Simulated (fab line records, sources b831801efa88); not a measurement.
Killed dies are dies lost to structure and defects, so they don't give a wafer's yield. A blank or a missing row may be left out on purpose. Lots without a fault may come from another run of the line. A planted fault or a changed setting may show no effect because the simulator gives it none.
One fault seen from 2 desks | flow sky130 | each desk has only its own numbers; what lay behind them comes last

THE METROLOGY DESK
What the gauges read, lot by lot, whatever tool the lot ran on: means of the sampled wafers that have a number. A lot is out of limits, marked OUT, if its mean lies more than 4 standard deviations from the usual mean; the brackets give that distance.
Columns: A = POLY_GATE_CVD_03_THK at SKY_POLY_GATE_THK_MEAS_04, usual 75.1 nm; B = LDD_P_TW at SKY_LDD_P_TW_MEAS_11, usual 642
lot  | first seen here | A    | B
L100 | day 15 03:51    | 76.0 | 643
L101 | day 15 14:53    | 74.8 | 642
L102 | day 15 20:44    | 74.7 | 639
L105 | day 17 12:53    | 75.0 | 640
L107 | day 18 01:51    | 75.3 | 643
L106 | day 18 03:53    | 76.3 | 643
L108 | day 18 11:58    | 74.3 | 639
L110 | day 19 00:43    | 74.8 | 641
L116 | day 21 11:10    | 76.1 | 639
L118 | day 21 17:38    | 75.5 | 646
L119 | day 22 01:25    | 74.5 | 639
L122 | day 23 09:37    | 74.1 | 642
L123 | day 23 12:01    | 74.5 | 638
This desk's finding: nothing out of limits on any of the 13 lots.

THE TOOL OWNER'S DESK: implanter-01
The tool's own readings at SKY_LDD_N_IMPLANT_12: means of the sampled wafers that have a number, for each lot that ran on this tool. A lot is out of limits, marked OUT, if its mean lies more than 4 standard deviations from the usual mean; the brackets give that distance.
Columns: A = tilt_deg at SKY_LDD_N_IMPLANT_12, usual 29.998 degrees
lot  | first seen here | A
L102 | day 18 11:28    | 29.996
L105 | day 20 06:26    | 30.017
L110 | day 21 17:02    | 29.995
L116 | day 24 01:14    | -0.018 (-99 or more) OUT
L118 | day 24 07:38    | -0.023 (-99 or more) OUT
This desk's finding: out of limits on L116, L118; first on L116, day 24 01:14 (tilt_deg at SKY_LDD_N_IMPLANT_12). In limits: L102, L105, L110.

PUT TOGETHER
The tool owner's desk could have raised an alarm at day 24 01:14, on L116, L118.
The metrology desk saw nothing out of limits.
The metrology desk has L116, L118 on record, within its limits.
Of the lots named, all ran SKY_LDD_N_IMPLANT_12 on implanter-01.

WHAT THE SIMULATOR HAD PUT IN
Process parameter drift: implanter-01, from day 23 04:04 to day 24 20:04, at SKY_LDD_N_IMPLANT_12. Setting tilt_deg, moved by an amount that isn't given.
Lots struck among those shown: L116, L118.
Hours from the fault's start to each desk's first reading out of limits: the tool owner's desk, 21.
